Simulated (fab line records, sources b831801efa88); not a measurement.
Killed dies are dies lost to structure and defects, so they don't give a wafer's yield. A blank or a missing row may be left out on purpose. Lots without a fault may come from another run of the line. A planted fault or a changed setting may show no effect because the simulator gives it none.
One fault seen from 2 desks | flow gf180mcu | each desk has only its own numbers; what lay behind them comes last

THE METROLOGY DESK
What the gauges read, lot by lot, whatever tool the lot ran on: means of the sampled wafers that have a number. A lot is out of limits, marked OUT, if its mean lies more than 4 standard deviations from the usual mean; the brackets give that distance.
Columns: A = PASSIVATION_CVD_02_THK at GF_PASSIVATION_THK_MEAS_03, usual 701 nm
lot  | first seen here | A
L809 | day 28 01:48    | 700
L810 | day 28 13:02    | 698
L811 | day 28 18:51    | 700
L812 | day 29 02:52    | 693
L814 | day 29 19:10    | 699
L815 | day 29 22:20    | 708
L816 | day 30 04:26    | 705
L818 | day 30 23:05    | 704
L819 | day 31 04:58    | 696
L821 | day 31 21:16    | 699
L823 | day 32 07:24    | 697
L827 | day 33 03:44    | 705
L831 | day 34 01:51    | 697
This desk's finding: nothing out of limits on any of the 13 lots.

THE TOOL OWNER'S DESK: litho_track-03
The tool's own readings at GF_M5_SOFTBAKE_03 (time 60 s): means of the sampled wafers that have a number, for each lot that ran on this tool. A lot is out of limits, marked OUT, if its mean lies more than 4 standard deviations from the usual mean; the brackets give that distance.
Columns: A = run_length_s at GF_M5_SOFTBAKE_03, usual 88.90 s
lot  | first seen here | A
L810 | day 26 06:07    | 88.74
L811 | day 26 13:49    | 88.72
L812 | day 26 21:43    | 88.71
L814 | day 27 14:10    | 88.81
L815 | day 27 18:10    | 88.66
L818 | day 28 20:07    | 88.79
L823 | day 30 06:25    | 88.66
L827 | day 31 05:46    | 90.52 (+7.7) OUT
L831 | day 32 05:04    | 93.63 (+23) OUT
This desk's finding: out of limits on L827, L831; first on L827, day 31 05:46 (run_length_s at GF_M5_SOFTBAKE_03). In limits: L810, L811, L812, L814, L815, L818, L823.

PUT TOGETHER
The tool owner's desk could have raised an alarm at day 31 05:46, on L827, L831.
The metrology desk saw nothing out of limits.
The metrology desk has L827, L831 on record, within its limits.
Of the lots named, all ran GF_M5_SOFTBAKE_03 on litho_track-03.

WHAT THE SIMULATOR HAD PUT IN
Process parameter drift: litho_track-03, from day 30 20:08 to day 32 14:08, at GF_M5_SOFTBAKE_03. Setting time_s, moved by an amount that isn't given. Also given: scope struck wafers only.
Lots struck among those shown: L827, L831.
Hours from the fault's start to each desk's first reading out of limits: the tool owner's desk, 10.
